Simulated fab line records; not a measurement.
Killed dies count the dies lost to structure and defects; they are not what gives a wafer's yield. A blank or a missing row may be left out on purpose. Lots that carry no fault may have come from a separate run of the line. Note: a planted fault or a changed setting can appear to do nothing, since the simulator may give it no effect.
Which tool was responsible? / flow gf180mcu / 13 lots, 39 wafers sampled, at 6 steps of a route of 602

## WHAT THE GAUGES READ, wafer by wafer
GF_HV_LDD_OVL_MEAS_08. Usual: HV_LDD_OVL typically reads -0.1 nm, with standard deviation 1.5.
lot=L609; measured=day 10 04:45; on=overlay-01; HV_LDD_OVL (nm)=-1.7 -2.4 -1.4; flag=
lot=L612; measured=day 11 04:34; on=overlay-02; HV_LDD_OVL (nm)=1.9 1.2 2.0; flag=
lot=L614; measured=day 11 21:12; on=overlay-02; HV_LDD_OVL (nm)=-0.6 1.1 0.1; flag=
lot=L615; measured=day 12 06:42; on=overlay-01; HV_LDD_OVL (nm)=1.7 0.9 1.3; flag=
lot=L617; measured=day 12 15:11; on=overlay-01; HV_LDD_OVL (nm)=0.8 -1.2 0.7; flag=
lot=L616; measured=day 12 18:14; on=overlay-01; HV_LDD_OVL (nm)=0.0 1.0 0.1; flag=
lot=L618; measured=day 13 09:23; on=overlay-01; HV_LDD_OVL (nm)=-1.2 -0.6 -0.7; flag=
lot=L624; measured=day 15 01:28; on=overlay-01; HV_LDD_OVL (nm)=0.7 -0.3 -0.4; flag=
lot=L626; measured=day 15 16:14; on=overlay-01; HV_LDD_OVL (nm)=-0.5 -1.1 0.2; flag=
lot=L628; measured=day 16 10:46; on=overlay-02; HV_LDD_OVL (nm)=2.2 3.2 2.8; flag=
lot=L629; measured=day 16 11:40; on=overlay-01; HV_LDD_OVL (nm)=3.2 2.2 2.6; flag=
lot=L630; measured=day 16 18:34; on=overlay-02; HV_LDD_OVL (nm)=-1.8 -0.9 -1.2; flag=
lot=L631; measured=day 17 02:46; on=overlay-02; HV_LDD_OVL (nm)=-1.9 -1.5 0.7; flag=

GF_HV_LDD_CD_MEAS_19: the cd target is 400 nm. Usual: cdNm at 399.8 nm, with a standard deviation of 2.1.
lot=L609; measured=day 10 23:38; on=cdSem-02; cdNm (nm)=399.2 399.4 398.9; flag=
lot=L612; measured=day 11 23:37; on=cdSem-01; cdNm (nm)=395.9 396.8 396.7; flag=
lot=L614; measured=day 12 16:38; on=cdSem-02; cdNm (nm)=401.0 401.5 401.9; flag=
lot=L615; measured=day 13 02:14; on=cdSem-01; cdNm (nm)=399.6 400.6 397.7; flag=
lot=L617; measured=day 13 10:20; on=cdSem-01; cdNm (nm)=397.5 398.6 399.5; flag=
lot=L616; measured=day 13 13:36; on=cdSem-01; cdNm (nm)=401.8 397.6 400.8; flag=
lot=L618; measured=day 14 05:56; on=cdSem-02; cdNm (nm)=397.6 397.5 398.9; flag=
lot=L624; measured=day 15 23:33; on=cdSem-02; cdNm (nm)=400.1 401.2 402.8; flag=
lot=L626; measured=day 16 13:43; on=cdSem-01; cdNm (nm)=398.0 398.2 399.2; flag=
lot=L628; measured=day 17 09:17; on=cdSem-02; cdNm (nm)=402.0 403.1 400.2; flag=
lot=L629; measured=day 17 09:50; on=cdSem-01; cdNm (nm)=397.6 394.1 395.1; flag=
lot=L630; measured=day 17 17:28; on=cdSem-01; cdNm (nm)=398.3 402.0 400.0; flag=
lot=L631; measured=day 18 02:27; on=cdSem-01; cdNm (nm)=398.4 399.4 399.0; flag=

GF_HV_LDD_OVL_MEAS_20. Usual: HV_LDD_01_OVL typically reads -0.3 nm, with standard deviation 1.3.
lot=L609; measured=day 10 23:43; on=overlay-02; HV_LDD_01_OVL (nm)=0.1 0.8 1.3; flag=
lot=L612; measured=day 11 23:44; on=overlay-01; HV_LDD_01_OVL (nm)=0.1 1.0 2.4; flag=
lot=L614; measured=day 12 16:45; on=overlay-02; HV_LDD_01_OVL (nm)=-0.9 -1.2 -1.2; flag=
lot=L615; measured=day 13 02:21; on=overlay-02; HV_LDD_01_OVL (nm)=-0.1 0.2 -0.2; flag=
lot=L617; measured=day 13 10:27; on=overlay-02; HV_LDD_01_OVL (nm)=1.8 -0.3 1.0; flag=
lot=L616; measured=day 13 13:43; on=overlay-02; HV_LDD_01_OVL (nm)=1.3 0.1 -0.7; flag=
lot=L618; measured=day 14 06:03; on=overlay-01; HV_LDD_01_OVL (nm)=-1.8 -2.1 -1.9; flag=
lot=L624; measured=day 15 23:40; on=overlay-02; HV_LDD_01_OVL (nm)=0.6 -0.1 0.6; flag=
lot=L626; measured=day 16 13:49; on=overlay-01; HV_LDD_01_OVL (nm)=-0.5 1.5 -0.3; flag=
lot=L628; measured=day 17 09:24; on=overlay-02; HV_LDD_01_OVL (nm)=0.9 1.0 1.0; flag=
lot=L629; measured=day 17 09:58; on=overlay-02; HV_LDD_01_OVL (nm)=0.0 -0.3 -0.3; flag=
lot=L630; measured=day 17 17:34; on=overlay-02; HV_LDD_01_OVL (nm)=3.8 2.0 2.7; flag=
lot=L631; measured=day 18 02:34; on=overlay-01; HV_LDD_01_OVL (nm)=-3.4 -1.9 -2.2; flag=

GF_HV_LDD_TW_MEAS_38. Usual: HV_LDD_3_TW typically reads 1429, with standard deviation 14.
lot=L609; measured=day 11 18:43; on=filmMetro-04; HV_LDD_3_TW=1432 1438 1434; flag=
lot=L612; measured=day 12 19:53; on=filmMetro-04; HV_LDD_3_TW=1424 1429 1426; flag=
lot=L614; measured=day 13 12:14; on=filmMetro-04; HV_LDD_3_TW=1421 1424 1425; flag=
lot=L615; measured=day 13 22:34; on=filmMetro-03; HV_LDD_3_TW=1462 1466 1465; flag=
lot=L617; measured=day 14 08:05; on=filmMetro-01; HV_LDD_3_TW=1412 1414 1416; flag=
lot=L616; measured=day 14 11:32; on=filmMetro-01; HV_LDD_3_TW=1502 1507 1511; flag=OFF
lot=L618; measured=day 15 03:34; on=filmMetro-01; HV_LDD_3_TW=1510 1504 1509; flag=OFF
lot=L624; measured=day 17 00:06; on=filmMetro-04; HV_LDD_3_TW=1430 1426 1429; flag=
lot=L626; measured=day 17 14:09; on=filmMetro-04; HV_LDD_3_TW=1432 1429 1429; flag=
lot=L628; measured=day 18 09:25; on=filmMetro-04; HV_LDD_3_TW=1424 1427 1423; flag=
lot=L629; measured=day 18 10:05; on=filmMetro-01; HV_LDD_3_TW=1424 1421 1426; flag=
lot=L630; measured=day 18 17:24; on=filmMetro-04; HV_LDD_3_TW=1421 1424 1421; flag=
lot=L631; measured=day 19 03:06; on=filmMetro-01; HV_LDD_3_TW=1425 1425 1423; flag=

GF_HV_LDD_RS_MEAS_53: measurement is done with a four-point probe. Usual: HV_LDD_RS typically reads 418.7 ohm/sq, with standard deviation 0.93.
lot=L609; measured=day 12 13:55; on=filmMetro-04; HV_LDD_RS (ohm/sq)=419.9 421.3 419.0; flag=
lot=L612; measured=day 13 15:09; on=filmMetro-01; HV_LDD_RS (ohm/sq)=418.8 419.2 418.6; flag=
lot=L614; measured=day 14 09:37; on=filmMetro-04; HV_LDD_RS (ohm/sq)=419.2 418.6 417.7; flag=
lot=L615; measured=day 14 19:45; on=filmMetro-01; HV_LDD_RS (ohm/sq)=417.2 418.6 418.4; flag=
lot=L617; measured=day 15 05:25; on=filmMetro-04; HV_LDD_RS (ohm/sq)=418.4 418.6 418.7; flag=
lot=L616; measured=day 15 08:29; on=filmMetro-01; HV_LDD_RS (ohm/sq)=402.2 403.0 402.9; flag=OFF
lot=L618; measured=day 16 01:57; on=filmMetro-01; HV_LDD_RS (ohm/sq)=402.3 402.5 401.9; flag=OFF
lot=L624; measured=day 17 23:46; on=filmMetro-04; HV_LDD_RS (ohm/sq)=419.4 419.2 419.0; flag=
lot=L626; measured=day 18 14:04; on=filmMetro-04; HV_LDD_RS (ohm/sq)=419.2 419.2 418.4; flag=
lot=L628; measured=day 19 09:39; on=filmMetro-01; HV_LDD_RS (ohm/sq)=418.6 418.1 418.1; flag=
lot=L629; measured=day 19 11:12; on=filmMetro-01; HV_LDD_RS (ohm/sq)=418.7 418.1 418.2; flag=
lot=L630; measured=day 19 17:29; on=filmMetro-03; HV_LDD_RS (ohm/sq)=418.8 418.3 418.4; flag=
lot=L631; measured=day 20 03:35; on=filmMetro-01; HV_LDD_RS (ohm/sq)=417.8 417.9 419.2; flag=

## EACH LOT AND THE TOOL THAT RAN IT (in order: tool; ch and the chambers of the sampled wafers; start)
lot=L609; GF_HV_LDD_IMPLANT_35=implanter-02 ch 0, day 11 18:20
lot=L612; GF_HV_LDD_IMPLANT_35=implanter-04 ch 0, day 12 19:29
lot=L614; GF_HV_LDD_IMPLANT_35=implanter-02 ch 0, day 13 11:50
lot=L615; GF_HV_LDD_IMPLANT_35=implanter-02 ch 0, day 13 22:10
lot=L617; GF_HV_LDD_IMPLANT_35=implanter-03 ch 0, day 14 07:41
lot=L616; GF_HV_LDD_IMPLANT_35=implanter-02 ch 0, day 14 11:09
lot=L618; GF_HV_LDD_IMPLANT_35=implanter-02 ch 0, day 15 03:10
lot=L624; GF_HV_LDD_IMPLANT_35=implanter-03 ch 0, day 16 22:57
lot=L626; GF_HV_LDD_IMPLANT_35=implanter-02 ch 0, day 17 13:46
lot=L628; GF_HV_LDD_IMPLANT_35=implanter-02 ch 0, day 18 09:01
lot=L629; GF_HV_LDD_IMPLANT_35=implanter-03 ch 0, day 18 09:41
lot=L630; GF_HV_LDD_IMPLANT_35=implanter-02 ch 0, day 18 17:01
lot=L631; GF_HV_LDD_IMPLANT_35=implanter-02 ch 0, day 19 02:43
- GF_HV_LDD_IMPLANT_35

## AS READ BY THE TOOLS THEMSELVES (means over the sampled wafers that have a number; for cases with no such wafer, the mark the record gives instead)
GF_HV_LDD_IMPLANT_35. Usual: doseIonsCm2 7.502e+12, standard deviation 9.4e+09; faradayCurrentUA 42.3, standard deviation 0.8; tiltDeg 30.003 degrees, standard deviation 0.017.
lot=L609; tool=implanter-02; doseIonsCm2=7.507e+12; faradayCurrentUA=42.8; tiltDeg (degrees)=29.996; flag=
lot=L612; tool=implanter-04; doseIonsCm2=7.510e+12; faradayCurrentUA=41.8; tiltDeg (degrees)=29.981; flag=
lot=L614; tool=implanter-02; doseIonsCm2=7.502e+12; faradayCurrentUA=42.0; tiltDeg (degrees)=29.985; flag=
lot=L615; tool=implanter-02; doseIonsCm2=7.494e+12; faradayCurrentUA=42.3; tiltDeg (degrees)=30.008; flag=
lot=L617; tool=implanter-03; doseIonsCm2=7.496e+12; faradayCurrentUA=42.8; tiltDeg (degrees)=30.022; flag=
lot=L616; tool=implanter-02; doseIonsCm2=1.364e+13; faradayCurrentUA=77.8; tiltDeg (degrees)=30.016; flag=OFF
lot=L618; tool=implanter-02; doseIonsCm2=1.363e+13; faradayCurrentUA=78.6; tiltDeg (degrees)=30.000; flag=OFF
lot=L624; tool=implanter-03; doseIonsCm2=7.485e+12; faradayCurrentUA=42.8; tiltDeg (degrees)=30.029; flag=
lot=L626; tool=implanter-02; doseIonsCm2=7.509e+12; faradayCurrentUA=41.4; tiltDeg (degrees)=29.998; flag=
lot=L628; tool=implanter-02; doseIonsCm2=7.494e+12; faradayCurrentUA=42.1; tiltDeg (degrees)=30.017; flag=
lot=L629; tool=implanter-03; doseIonsCm2=7.508e+12; faradayCurrentUA=42.7; tiltDeg (degrees)=30.009; flag=
lot=L630; tool=implanter-02; doseIonsCm2=7.507e+12; faradayCurrentUA=41.7; tiltDeg (degrees)=29.976; flag=
lot=L631; tool=implanter-02; doseIonsCm2=7.509e+12; faradayCurrentUA=41.8; tiltDeg (degrees)=30.007; flag=

## THE ANSWER, worked out from the rows above alone
Rule: a lot is off if the mean of its wafers that have a number lies more than 3 standard deviations from the usual mean. Also off: a lot with no number at a reading for which 4 or more lots have one. Where the step has rows for the other lots, those lots are counted as sound. After the gauges, taken in route order, come the tools' own readings; for these a lot's mean is taken, as printed above. The first step at which some lot is off is used, and at that step the reading that is off furthest; a lot without a number counts as furthest.
Off: L616, L618, seen at GF_HV_LDD_TW_MEAS_38 (HV_LDD_3_TW).
If a tool, at a process step before that reading, ran all the lots that are off and no sound lot after the first of them, it fits. The gauges at GF_HV_LDD_TW_MEAS_38 aren't tried: what is off there is off at GF_HV_LDD_IMPLANT_35 too, on other tools, and a gauge's error can't cause that. None of those tried fits.

## WHAT WAS PUT IN BY THE SIMULATOR
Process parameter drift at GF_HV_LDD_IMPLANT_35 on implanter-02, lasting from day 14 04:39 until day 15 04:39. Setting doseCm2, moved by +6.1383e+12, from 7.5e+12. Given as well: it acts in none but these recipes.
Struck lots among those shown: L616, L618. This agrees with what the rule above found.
